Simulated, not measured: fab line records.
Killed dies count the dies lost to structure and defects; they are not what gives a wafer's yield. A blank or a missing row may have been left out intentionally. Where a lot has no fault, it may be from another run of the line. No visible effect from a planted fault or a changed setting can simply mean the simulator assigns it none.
What tool caused it? :: flow sky130 :: 36 wafers sampled from 12 lots at 1 step of a route of 708

WHAT THE GAUGES READ, wafer by wafer
SKY_LOCAL_INTERCONNECT_THK_MEAS_02: measures by xrf.
lot: L074
measured: day 30 00:49
on: filmMetro-02
LOCAL_INTERCONNECT_TIN_THK (nm): 100.8 101.0 100.1

lot: L077
measured: day 30 14:46
on: filmMetro-01
LOCAL_INTERCONNECT_TIN_THK (nm): 101.2 100.9 100.7

lot: L079
measured: day 31 04:19
on: filmMetro-04
LOCAL_INTERCONNECT_TIN_THK (nm): 101.9 101.6 100.9

lot: L081
measured: day 31 17:22
on: filmMetro-02
LOCAL_INTERCONNECT_TIN_THK (nm): 99.0 100.0 100.6

lot: L083
measured: day 32 09:46
on: filmMetro-04
LOCAL_INTERCONNECT_TIN_THK (nm): 98.3 98.1 97.6

lot: L085
measured: day 33 01:29
on: filmMetro-04
LOCAL_INTERCONNECT_TIN_THK (nm): 99.6 98.6 98.4

lot: L087
measured: day 33 14:37
on: filmMetro-04
LOCAL_INTERCONNECT_TIN_THK (nm): 100.2 100.7 101.4

lot: L089
measured: day 34 06:16
on: filmMetro-04
LOCAL_INTERCONNECT_TIN_THK (nm): 98.9 97.5 98.7

lot: L091
measured: day 35 04:19
on: filmMetro-01
LOCAL_INTERCONNECT_TIN_THK (nm): 97.7 97.5 98.0

lot: L092
measured: day 35 09:10
on: filmMetro-04
LOCAL_INTERCONNECT_TIN_THK (nm): 98.6 100.6 98.8

lot: L095
measured: day 36 07:54
on: filmMetro-04
LOCAL_INTERCONNECT_TIN_THK (nm): 100.5 101.0 100.6

lot: L097
measured: day 37 02:04
on: filmMetro-02
LOCAL_INTERCONNECT_TIN_THK (nm): 99.5 99.6 100.3

WHICH TOOL RAN EACH LOT (tool, then ch and the chambers of the sampled wafers, then the start)
Record: no process step prior to these readings.

THE ANSWER, worked out from the rows above alone
Rule: the usual values come from the lots themselves. The widest of any qualifying gaps counts: lots, ordered by their means at a reading, are off when they make up no more than a third of the lots, leave a main group of 4 or more, and stand apart from it by 3 or more times the standard deviation of that group's means. If all means in a main group match to the digits the tables above print for the reading, that group is not used. Also off: a lot with no number at a reading for which 4 or more lots have one. Where the step has rows for the other lots, those lots are counted as sound.
Across all readings shown, no lot is off: no conclusion can be drawn from this.

WHAT THE SIMULATOR PUT IN
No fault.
